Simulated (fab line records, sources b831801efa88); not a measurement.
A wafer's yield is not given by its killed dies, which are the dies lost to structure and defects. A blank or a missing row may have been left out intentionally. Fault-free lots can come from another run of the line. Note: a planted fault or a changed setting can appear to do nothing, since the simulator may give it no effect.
Comparing a struck lot with a sound one | flow gf180mcu | 14 steps out of a route of 602
Sound: wafers L226.1, L226.3, L226.5. Wafers struck: L231.2, L231.4, L231.5. The cause is named last.
For every step that has rows: the tool of each side, followed by ch and its chambers, followed by its first start. Under that, the readings that differ: sound wafers | struck wafers | difference of the means | sigmas: that difference in standard deviations of wafers without a fault.
alike: readings whose means differ by less than 2 such deviations, and words and numbers that are the same on both sides. not compared: withheld readings, readings that some wafer has no value for, bounds like >300 that may hide the same value, and numbers for which the record gives no deviation and whose values overlap.
A row with sigmas, a row that says differs or no value, or rows on one side alone: a step with any of these is where the two part. When numbers do not overlap yet have no deviation, they are printed without sigmas and do not part them. Lack of a reading on every wafer of one side parts them only where that side has two or more wafers.

GF_SALICIDE_RTA_08: time 30 s.
  sound on rtp-anneal-01 ch 0, day 19 10:28; struck on rtp-anneal-02 ch 0, day 21 00:14
  reading            | sound          | struck         | difference | sigmas
  lamp-power-pct (%) | 15.3 15.3 15.2 | 17.2 17.2 17.2 | +1.9       | +2
  alike: chamber-o2-ppm, wafer_temp_C_max
then, 1 step without rows for these wafers: GF_CONTACT_CVD_00 (deposits SiO2, target thk 300 nm, time 50 s).
GF_CONTACT_THK_MEAS_01:
  sound on film-metro-02, day 19 10:36; struck on film-metro-02, day 21 00:22
  alike: CONTACT_CVD_00_THK
GF_CONTACT_CVD_02: deposits SiO2 from TEOS, target thk 860 nm, time 95.992 s.
  sound on pecvd-01 ch 0,1, day 19 10:40; struck on pecvd-01 ch 0,1,2, day 21 00:25
  alike: heater-power-w
GF_CONTACT_THK_MEAS_03:
  sound on film-metro-01, day 19 10:44; struck on film-metro-02, day 21 00:33
  alike: CONTACT_CVD_02_THK
GF_CONTACT_CMP_04: polishes SiO2.
  sound on cmp-02 ch 0,1,3, day 19 10:53; struck on cmp-01 ch 0,2,3, day 21 00:42
  alike: motor-current-A, time-to-endpoint-s
GF_CONTACT_BOW_MEAS_05:
  sound on film-metro-02, day 19 11:05; struck on film-metro-02, day 21 00:55
  alike: CONTACT_BOW
then, 5 steps without rows for these wafers: GF_CONTACT_DEHYDRATE_06 (time 60 s); GF_CONTACT_HMDS_07 (prime time 60 s); GF_CONTACT_COAT_08; GF_CONTACT_COAT_09 (resist thk 1000 nm); GF_CONTACT_SOFTBAKE_10 (time 60 s).
GF_CONTACT_EXPOSE_11: exposes mask Contact, target cd 220 nm.
  sound on krf-scanner-01 ch 0, day 19 23:42; struck on krf-scanner-02, day 21 13:01
  no value came back on the struck wafers for exposure-dose-mJ-cm2, focus-offset-nm (nm); on the sound wafers exposure-dose-mJ-cm2 reads 37.99 37.96 37.91
  alike: mask
then, 1 step without rows for these wafers: GF_CONTACT_PEB_12 (peb time 90 s).

## WHERE THEY PART
First at GF_SALICIDE_RTA_08; last, within this record, at GF_CONTACT_EXPOSE_11.

WHY: what had been put in by the simulator
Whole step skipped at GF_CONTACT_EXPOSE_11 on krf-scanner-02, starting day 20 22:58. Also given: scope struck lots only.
